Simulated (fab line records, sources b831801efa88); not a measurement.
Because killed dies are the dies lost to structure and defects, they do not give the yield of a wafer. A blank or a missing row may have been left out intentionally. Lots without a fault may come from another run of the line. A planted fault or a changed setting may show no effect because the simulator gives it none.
fab line records	flow gf180mcu
record lots=6	wafers=18	last-day=32
route steps=602 shown STI@1
lots that met no fault: taken from a fault-free run of the same line
start-h: start of the lot's first displayed wafer, in hours after the record's first day	wait-h: how many hours have passed since the lot's step before this one	" identical to the entry in the row above	L1.1+2: several wafers, shown together as one row	- no value, or no start given	* or withheld: withheld	< > ~ a bound
route shown NAME@n: a module of which the file shows steps, and the number in the route of the first	usual: mean and standard deviation over wafers with no fault	same: alike in all rows	chamber/n: place in a boat	sites: the reading at each site	_std_site: the values' standard deviation	_edge_site: inner sites' mean taken away from outer sites' mean	radius-mm: for every site, how far away it sits from the centre of the wafer	mask NAME#n: copy n	behind: the most recent tool/chamber to have shaped the wafer	hold: what put the lot on hold/how long, in hours/how the hold closed	device: which transistor (n, p or np) failed to switch	end of line: the route-end tests of the same wafers	step lacking rows: just its recipe	killed: at the first sort, the dies lost to defects and structure; wafer yield is something else	map: shows each die of a wafer: x if killed, . if not, _ if none is there
set.NAME: the setting that was run; set.NAME@STEP: the one run at that earlier step	model.NAME: the simulator's own value behind a step, which no gauge read
lots at some steps of the route; a table a step, a row a wafer
services: from which hour (start-h, from the record's first day; less than 0 if before it) a tool's chamber was out of use, for how many hours, and why
## steps
# step GF_STI_BOW_MEAS_00
# recipe mode=bow
# usual INCOMING_BOW=-1/6.3
lot.wafer	tool	chamber	start-h	wait-h	INCOMING_BOW[um]
L331.2	film-metro-01	-	15.02	-	-3
L331.3	"	-	"	"	6
L331.4	"	-	"	"	-11
L335.3	film-metro-01	-	35.04	-	0
L335.4	"	-	"	"	6
L335.6	"	-	"	"	-5
L336.1	film-metro-04	-	40.00	-	3
L336.4	"	-	"	"	0
L336.6	"	-	"	"	-4
L338.1	film-metro-04	-	50.00	-	0
L338.2	"	-	"	"	-7
L338.6	"	-	"	"	-13
L339.2	film-metro-02	-	55.02	-	-7
L339.3	"	-	"	"	-2
L339.5	"	-	"	"	9
L344.1	film-metro-02	-	80.00	-	-5
L344.4	"	-	"	"	-10
L344.6	"	-	"	"	-2
# step GF_STI_OXIDATION_01
# recipe temp-c=900	ambient=O2	stabilise-s=600	purge-s=300	target-thk-a=100	ox-time-s=1418
# step GF_STI_THK_MEAS_02
# recipe reads=SiO2_of_STI_OXIDATION_01
# usual STI_OXIDATION_THK=10.07/0.23
lot.wafer	tool	chamber	start-h	wait-h	STI_OXIDATION_THK[nm]
L331.2	film-metro-02	-	17.44	0.0	9.86
L331.3	"	-	"	"	10.07
L331.4	"	-	"	"	10.00
L336.1	film-metro-02	-	43.44	0.0	10.13
L336.4	"	-	"	"	10.47
L336.6	"	-	"	"	10.32
L335.3	film-metro-01	-	43.46	0.0	9.49
L335.4	"	-	"	"	9.62
L335.6	"	-	"	"	9.62
L338.1	film-metro-02	-	51.60	0.0	10.28
L338.2	"	-	"	"	10.36
L338.6	"	-	"	"	10.40
L339.2	film-metro-04	-	57.19	0.0	10.07
L339.3	"	-	"	"	9.90
L339.5	"	-	"	"	10.01
L344.1	film-metro-04	-	82.69	0.0	10.29
L344.4	"	-	"	"	10.54
L344.6	"	-	"	"	10.47
# step GF_STI_CVD_03
# recipe material=Si3N4	precursor=DCS/NH3	target-thk-nm=207.16	temp-c=770	time-s=3551	pressure-mtorr=250
# step GF_STI_THK_MEAS_04
# recipe reads=Si3N4_of_STI_CVD_03
# usual STI_CVD_03_THK=206.9/2
lot.wafer	tool	chamber	start-h	wait-h	STI_CVD_03_THK[nm]
L331.2	film-metro-02	-	19.48	0.0	207.5
L331.3	"	-	"	"	210.2
L331.4	"	-	"	"	206.5
L336.1	film-metro-01	-	45.48	0.0	202.9
L336.4	"	-	"	"	203.9
L336.6	"	-	"	"	202.8
L335.3	film-metro-02	-	45.50	0.0	206.8
L335.4	"	-	"	"	206.6
L335.6	"	-	"	"	208.7
L338.1	film-metro-04	-	53.65	0.0	206.4
L338.2	"	-	"	"	206.9
L338.6	"	-	"	"	204.6
L339.2	film-metro-01	-	60.80	0.0	206.7
L339.3	"	-	"	"	208.6
L339.5	"	-	"	"	208.9
L344.1	film-metro-02	-	87.45	0.0	207.1
L344.4	"	-	"	"	207.7
L344.6	"	-	"	"	207.3
# step GF_STI_DEHYDRATE_05
# recipe temp-c=200	time-s=60
# step GF_STI_HMDS_06
# recipe prime-time-s=60	prime-temp-c=120
# step GF_STI_COAT_07
# recipe resist=KrF	spin-rpm=withheld	resist-thk-nm=700
# step GF_STI_SOFTBAKE_08
# recipe temp-c=130	time-s=60	resist=KrF
# step GF_STI_EXPOSE_09
# recipe mask-id=COMP	target-cd-nm=220	na=0.68	source-shape=conventional	sigma-outer=0.6	dose-mj=28
# step GF_STI_PEB_10
# recipe peb-temp-c=135	peb-time-s=90	resist=KrF
# usual heater-power-total-W=85.70/0.086	plate-temp-C=135.00/0.12
lot.wafer	tool	chamber	start-h	wait-h	heater-power-total-W	plate-temp-C
L331.2	litho-track-02	0	29.59	-	85.76	135.15
L331.3	"	0	"	"	85.81	135.18
L331.4	"	0	"	"	85.58	135.14
L336.1	litho-track-02	0	57.10	-	71.00	116.89
L336.4	"	0	"	"	71.00	116.89
L336.6	"	0	"	"	70.70	117.15
L335.3	litho-track-03	0	57.58	-	85.52	134.83
L335.4	"	0	"	"	85.60	135.11
L335.6	"	0	"	"	85.77	135.16
L338.1	litho-track-02	0	65.70	-	70.75	116.86
L338.2	"	0	"	"	70.98	116.77
L338.6	"	0	"	"	71.00	116.99
L339.2	litho-track-03	0	73.20	-	85.54	134.96
L339.3	"	0	"	"	85.56	134.87
L339.5	"	0	"	"	85.74	134.82
L344.1	litho-track-03	0	101.11	-	85.85	134.77
L344.4	"	0	"	"	85.59	134.91
L344.6	"	0	"	"	85.61	135.00
# step GF_STI_DEVELOP_11
# recipe develop-time-s=60	dev-temp-c=21
# step GF_STI_CD_MEAS_12
# recipe target-cd-nm=220
# usual cd-nm=220.0/1.2
lot.wafer	tool	chamber	start-h	wait-h	cd-nm
L331.2	cd-sem-02	-	30.37	0.6	220.6
L331.3	"	-	"	"	220.5
L331.4	"	-	"	"	220.7
L336.1	cd-sem-02	-	57.45	0.1	339.3
L336.4	"	-	"	"	339.1
L336.6	"	-	"	"	336.4
L335.3	cd-sem-01	-	57.90	0.1	221.9
L335.4	"	-	"	"	220.9
L335.6	"	-	"	"	222.3
L338.1	cd-sem-02	-	66.05	0.1	328.0
L338.2	"	-	"	"	328.2
L338.6	"	-	"	"	328.4
L339.2	cd-sem-01	-	73.53	0.1	221.5
L339.3	"	-	"	"	221.2
L339.5	"	-	"	"	222.0
L344.1	cd-sem-01	-	101.46	0.1	219.0
L344.4	"	-	"	"	218.2
L344.6	"	-	"	"	218.2
# step GF_STI_ETCH_13
# recipe chemistry=CHF3/O2	stop-on=Si	over-etch-frac=0.3	target-depth-a=2823.1	source-w=600	bias-w=200	pressure-mtorr=40	chf3-flow-sccm=50	O2_flow_sccm=5	time-s=112.9
# usual O2_flow_sccm=5.001/0.014	drypump-motor-current-A=5.6/0.58	oes-product-au=0.832/0.0065	throttle-valve-pct=8.810/0.0083
lot.wafer	tool	chamber	start-h	wait-h	O2_flow_sccm	drypump-motor-current-A	oes-product-au	rf-hours-counter-h	throttle-valve-pct	model.STI.cd-nm
L331.2	rie-diel-02	2	30.47	0.1	5.001	5.5	0.842	39	8.813	221
L331.3	"	1	"	"	5.009	6.7	0.844	112	8.821	220.7
L331.4	"	0	"	"	5.003	4.7	0.819	176	8.805	221.6
L336.1	rie-diel-01	0	57.57	0.1	4.998	5.6	0.834	59	8.792	340.1
L336.4	"	1	"	"	4.976	5.0	0.827	141	8.800	339.1
L336.6	"	2	"	"	5.022	5.3	0.814	-	8.813	336.9
L335.3	rie-diel-03	0	57.98	0.1	5.001	6.2	0.835	6	8.804	222.1
L335.4	"	0	"	"	5.012	6.2	0.832	-	8.805	220.9
L335.6	"	1	"	"	4.999	6.3	0.837	-	8.823	222.2
L338.1	rie-diel-03	3	66.17	0.1	4.955	5.8	0.829	7	8.812	328
L338.2	"	0	"	"	5.009	6.2	0.829	6	8.798	328.1
L338.6	"	1	"	"	4.998	6.3	0.826	-	8.815	328.2
L339.2	rie-diel-01	3	73.63	0.1	5.011	6.1	0.835	151	8.794	221.4
L339.3	"	0	"	"	4.993	5.5	0.828	59	8.808	221.7
L339.5	"	2	"	"	4.999	5.3	0.833	-	8.802	222.7
L344.1	rie-diel-01	2	101.58	0.1	4.998	5.3	0.835	68	8.802	219.7
L344.4	"	3	"	"	4.995	6.1	0.827	152	8.802	218.4
L344.6	"	3	"	"	4.983	6.1	0.837	-	8.802	218.5
# step GF_STI_ETCH_14
# recipe target=Si	chemistry=HBr/Cl2/O2	target-depth-nm=360	icp-w=600	bias-w=150	pressure-mtorr=15	HBr_flow_sccm=150	Cl2_flow_sccm=40	O2_flow_sccm=6	time-s=102.9
# usual O2_flow_sccm=5.999/0.02	drypump-motor-current-A=5.6/0.32	oes-product-au=0.995/0.012	throttle-valve-pct=25.660/0.012
lot.wafer	tool	chamber	start-h	wait-h	O2_flow_sccm	drypump-motor-current-A	oes-product-au	rf-hours-counter-h	throttle-valve-pct	model.STI.cd-nm
L331.2	rie-si-01	2	30.55	0.0	5.986	5.8	0.979	10	25.686	216.4
L331.3	"	1	"	"	5.980	5.4	0.984	149	25.653	222.3
L331.4	"	0	"	"	5.980	4.8	0.987	60	25.656	223.7
L336.1	rie-si-02	3	57.65	0.0	5.995	5.8	0.989	13	25.665	341.1
L336.4	"	2	"	"	6.020	5.3	1.005	96	25.642	339.3
L336.6	"	2	"	"	6.028	5.3	1.004	-	25.650	338.2
L335.3	rie-si-01	0	58.06	0.0	6.001	4.8	0.995	60	25.673	224
L335.4	"	1	"	"	5.990	5.5	0.992	149	25.652	221.9
L335.6	"	2	"	"	5.987	5.8	0.987	-	25.677	220.8
L338.1	rie-si-02	0	66.25	0.0	5.982	5.6	1.003	103	25.654	328.3
L338.2	"	2	"	"	5.988	5.3	1.015	97	25.648	328.4
L338.6	"	3	"	"	5.986	5.8	0.996	-	25.650	328.8
L339.2	rie-si-01	2	73.71	0.0	5.996	5.8	0.994	11	25.661	220.2
L339.3	"	0	"	"	6.005	4.9	0.997	60	25.666	223.2
L339.5	"	0	"	"	5.993	4.9	0.988	-	25.672	224.4
L344.1	rie-si-01	3	101.66	0.0	6.014	5.8	1.011	47	25.666	217.8
L344.4	"	2	"	"	6.043	5.8	0.999	11	25.652	213.7
L344.6	"	0	"	"	6.016	4.8	0.999	-	25.649	217.9
# step GF_STI_STRIP_15
# recipe chemistry=O2/N2	power-w=1400	pressure-mtorr=1500	platen-temp-c=250	o2-flow-sccm=3000	n2-flow-sccm=300	overash-fraction=0.5
# usual drypump-motor-current-A=5.6/0.4	heater-power-w=349/21	n2-flow-sccm=299.9/1.1	oes-product-au=0.384/0.0051	strip-time-to-endpoint-s=3.72/0.058
# same overash-fraction=0.5
lot.wafer	tool	chamber	start-h	wait-h	drypump-motor-current-A	heater-power-w	n2-flow-sccm	oes-product-au	rf-hours-counter-h	strip-time-to-endpoint-s
L331.2	plasma-asher-04	1	30.63	0.0	5.8	378	299.6	0.390	25	3.81
L331.3	"	1	"	"	5.8	379	300.0	0.376	-	3.65
L331.4	"	0	"	"	5.5	325	299.3	0.385	-	3.81
L336.1	plasma-asher-03	0	57.73	0.0	5.3	356	300.2	0.382	40	3.77
L336.4	"	1	"	"	6.4	337	302.1	0.381	-	3.69
L336.6	"	1	"	"	6.5	335	300.8	0.386	-	3.64
L335.3	plasma-asher-04	0	58.17	0.1	5.5	340	299.2	0.381	-	3.74
L335.4	"	1	"	"	5.7	364	297.9	0.388	-	3.74
L335.6	"	0	"	"	5.5	344	298.7	0.387	-	3.74
L338.1	plasma-asher-03	0	66.33	0.0	5.2	364	301.6	0.377	41	3.79
L338.2	"	1	"	"	6.5	335	301.6	0.381	41	3.68
L338.6	"	0	"	"	5.2	359	299.6	0.385	-	3.69
L339.2	plasma-asher-01	1	73.79	0.0	5.1	327	297.6	0.386	42	3.67
L339.3	"	0	"	"	5.7	370	299.8	0.387	-	3.78
L339.5	"	0	"	"	5.7	370	299.6	0.383	-	3.69
L344.1	plasma-asher-01	0	101.73	0.0	5.7	359	298.9	0.377	46	3.65
L344.4	"	1	"	"	5.1	317	299.4	0.378	-	3.66
L344.6	"	1	"	"	5.1	329	299.5	0.386	-	3.68
## services
tool	chamber	start-h	hours	kind
rie-diel-02	2	17.74	5.3	repair
rie-diel-02	0	52.89	1.6	repair
rie-diel-02	0	54.47	-	clean
rie-diel-02	0	54.47	24.1	scheduled-down
rie-diel-02	0	54.47	24.1	vent-cycle
rie-diel-03	3	55.22	3.9	repair
rie-si-01	3	72.55	1.2	repair
plasma-asher-04	-	74.05	4.0	pm
plasma-asher-01	-	83.89	0.6	repair
rie-si-01	1	85.55	-	clean
rie-si-01	1	85.55	11.7	scheduled-down
rie-si-01	1	85.55	11.7	vent-cycle
## key
first-sign step=GF_STI_PEB_10	reading=heater-power-total-W	direction=down	sigmas=99+	usual=85.70	struck=70.90
effect step=GF_STI_PEB_10	reading=plate-temp-C	direction=down	sigmas=99+	usual=*	struck=*
effect step=GF_STI_CD_MEAS_12	reading=cd-nm	direction=up	sigmas=94	usual=220.0	struck=333.3	through=control-loop
model-effect step=GF_STI_ETCH_13	value=STI.cd-nm	without=219.7	struck=333.4
model-effect step=GF_STI_ETCH_14	value=STI.cd-nm	without=220.3	struck=334
met-at GF_STI_PEB_10
struck-wafers L336.1,L336.4,L336.6,L338.1,L338.2,L338.6
later-rows-left-out L336.1,L336.4,L336.6,L338.1,L338.2,L338.6
sort-left-out L336.1,L336.4,L336.6,L338.1,L338.2,L338.6
tester-left-out L336,L338
loop-trim step=GF_STI_EXPOSE_09	setting=dose	lots=L338
onset-between 29.59 57.10
fault kind=process-parameter-drift	tool=litho-track-02	chamber=-	onset-h=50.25	steps=GF_STI_PEB_10	channel=peb-temp-c	offset=*	shape=step	end-h=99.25	acts-in=*	stated=*
# tester-left-out: of these lots the tester's yield and bins aren't shown, on N5 and GAA mostly nor the transistor test; their killed dies are dies lost to structure and defects alone, not to doping, threshold or leakage, so they don't give the yield
# sort-left-out: the simulated sort isn't trusted on such a fault, so these wafers' sort isn't shown, and their yield isn't known
# later-rows-left-out: the simulator's readings of these wafers behind a module that went badly wrong aren't trusted and aren't shown, but for the sort
# loop-trim: a control loop set the setting to another value than it would have without faults
